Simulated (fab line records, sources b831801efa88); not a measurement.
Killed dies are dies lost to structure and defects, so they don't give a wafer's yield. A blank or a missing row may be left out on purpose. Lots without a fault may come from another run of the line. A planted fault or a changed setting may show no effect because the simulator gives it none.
Which tool did it? | flow sky130 | 10 lots, 30 wafers sampled, at 5 steps of a route of 708

WHAT THE GAUGES READ, wafer by wafer
SKY_CONTACT_THK_MEAS_01. Usual: CONTACT_CVD_00_THK 75.1 nm, standard deviation 0.93.
lot  | measured     | on            | CONTACT_CVD_00_THK (nm) | flag
L766 | day 31 22:28 | film_metro-04 | 74.0 75.2 75.0          |
L767 | day 32 16:14 | film_metro-03 | 75.2 76.1 76.5          |
L771 | day 33 16:44 | film_metro-04 | 73.9 74.8 74.4          |
L773 | day 34 02:19 | film_metro-03 | 74.8 73.8 76.8          |
L779 | day 36 08:23 | film_metro-03 | 74.5 75.3 75.1          |
L780 | day 36 11:34 | film_metro-03 | 74.4 75.5 76.5          |
L783 | day 37 07:31 | film_metro-03 | 74.1 74.4 76.7          |
L785 | day 37 15:13 | film_metro-02 | 75.1 76.8 76.3          |
L787 | day 38 02:51 | film_metro-03 | 74.7 74.8 74.7          |
L788 | day 38 11:28 | film_metro-04 | 73.5 74.6 75.7          |

SKY_METAL1_RS_MEAS_05: measures by four-point-probe. Usual: METAL1_ALCU_RS 0.1269 ohm/sq, standard deviation 0.0015.
lot  | measured     | on            | METAL1_ALCU_RS (ohm/sq) | flag
L766 | day 33 05:04 | film_metro-04 | 0.1280 0.1251 0.1271    |
L767 | day 33 21:59 | film_metro-01 | 0.1284 0.1273 0.1270    |
L771 | day 34 22:12 | film_metro-04 | 0.1649 0.1263 0.1270    | OFF
L773 | day 35 07:41 | film_metro-04 | 0.1250 0.1674 0.1259    | OFF
L779 | day 37 13:39 | film_metro-01 | 0.1284 0.1277 0.1293    |
L780 | day 37 17:16 | film_metro-04 | 0.1266 0.1272 0.1264    |
L783 | day 38 12:25 | film_metro-01 | 0.1262 0.1289 0.1259    |
L785 | day 38 20:10 | film_metro-01 | 0.1257 0.1265 0.1270    |
L787 | day 39 06:29 | film_metro-03 | 0.1239 0.1262 0.1251    |
L788 | day 39 15:59 | film_metro-01 | 0.1261 0.1256 0.1272    |

SKY_METAL1_THK_MEAS_06: measures by xrf. Usual: METAL1_ALCU_THK 246 nm, standard deviation 3.4.
lot  | measured     | on            | METAL1_ALCU_THK (nm) | flag
L766 | day 33 05:10 | film_metro-04 | 243 248 245          |
L767 | day 33 22:05 | film_metro-01 | 246 248 249          |
L771 | day 34 22:18 | film_metro-04 | 190 245 245          | OFF
L773 | day 35 07:49 | film_metro-04 | 250 188 248          | OFF
L779 | day 37 13:46 | film_metro-01 | 248 246 245          |
L780 | day 37 17:23 | film_metro-04 | 247 245 247          |
L783 | day 38 12:32 | film_metro-01 | 248 244 249          |
L785 | day 38 20:17 | film_metro-01 | 248 248 248          |
L787 | day 39 06:36 | film_metro-03 | 250 248 248          |
L788 | day 39 16:07 | film_metro-01 | 250 252 250          |

WHICH TOOL RAN EACH LOT (tool, then ch and the chambers of the sampled wafers, then the start)
lot  | SKY_METAL1_SPUTTER_00        | SKY_METAL1_SPUTTER_02
L766 | pvd_sputter-01, day 33 04:53 | pvd_sputter-01, day 33 04:56
L767 | pvd_sputter-04, day 33 21:49 | pvd_sputter-04, day 33 21:52
L771 | pvd_sputter-01, day 34 22:01 | pvd_sputter-01, day 34 22:04
L773 | pvd_sputter-01, day 35 07:33 | pvd_sputter-01, day 35 07:35
L779 | pvd_sputter-01, day 37 13:31 | pvd_sputter-01, day 37 13:34
L780 | pvd_sputter-01, day 37 17:07 | pvd_sputter-01, day 37 17:10
L783 | pvd_sputter-04, day 38 12:16 | pvd_sputter-04, day 38 12:19
L785 | pvd_sputter-01, day 38 20:01 | pvd_sputter-01, day 38 20:04
L787 | pvd_sputter-01, day 39 06:20 | pvd_sputter-01, day 39 06:23
L788 | pvd_sputter-01, day 39 15:51 | pvd_sputter-01, day 39 15:54
- SKY_METAL1_SPUTTER_00: material Ti, target thk 15 nm, time 10 s.
- SKY_METAL1_SPUTTER_02: material AlCu, target thk 250 nm, time 13.3 s.

WHAT THE TOOLS THEMSELVES READ (means of the sampled wafers that have a number; where no wafer has one, the mark that the record gives instead)
SKY_METAL1_SPUTTER_00. Usual: throttle_valve_pct 30.0 %, standard deviation 0.85.
lot  | tool           | throttle_valve_pct (%) | flag
L766 | pvd_sputter-01 | 30.3                   |
L767 | pvd_sputter-04 | 30.3                   |
L771 | pvd_sputter-01 | 29.0                   |
L773 | pvd_sputter-01 | 29.4                   |
L779 | pvd_sputter-01 | 29.8                   |
L780 | pvd_sputter-01 | 29.5                   |
L783 | pvd_sputter-04 | 30.3                   |
L785 | pvd_sputter-01 | 30.0                   |
L787 | pvd_sputter-01 | 29.8                   |
L788 | pvd_sputter-01 | 29.9                   |

SKY_METAL1_SPUTTER_02. Usual: throttle_valve_pct 30.0 %, standard deviation 0.83.
lot  | tool           | throttle_valve_pct (%) | flag
L766 | pvd_sputter-01 | 30.5                   |
L767 | pvd_sputter-04 | 30.2                   |
L771 | pvd_sputter-01 | 28.9                   |
L773 | pvd_sputter-01 | 29.6                   |
L779 | pvd_sputter-01 | 29.8                   |
L780 | pvd_sputter-01 | 29.5                   |
L783 | pvd_sputter-04 | 30.2                   |
L785 | pvd_sputter-01 | 29.9                   |
L787 | pvd_sputter-01 | 29.7                   |
L788 | pvd_sputter-01 | 29.8                   |

THE ANSWER, worked out from the rows above alone
Rule: a lot is off if the mean of its wafers that have a number lies more than 3 standard deviations from the usual mean. A lot without any number at a reading at which 4 lots or more have one is off too. The other lots that the step has rows for count as sound. The gauges are gone through in route order, then the tools' own readings, and for those a lot's mean is taken as printed above. The first step at which some lot is off is used, and at that step the reading that is off furthest; a lot without a number counts as furthest.
Off: L771, L773, at SKY_METAL1_RS_MEAS_05 (METAL1_ALCU_RS).
A tool fits if, at a process step before that reading, it ran every lot that is off, and no sound lot after the first of them. The gauges at SKY_METAL1_RS_MEAS_05 are tried like those tools. None of those tried fits.

WHAT THE SIMULATOR HAD PUT IN
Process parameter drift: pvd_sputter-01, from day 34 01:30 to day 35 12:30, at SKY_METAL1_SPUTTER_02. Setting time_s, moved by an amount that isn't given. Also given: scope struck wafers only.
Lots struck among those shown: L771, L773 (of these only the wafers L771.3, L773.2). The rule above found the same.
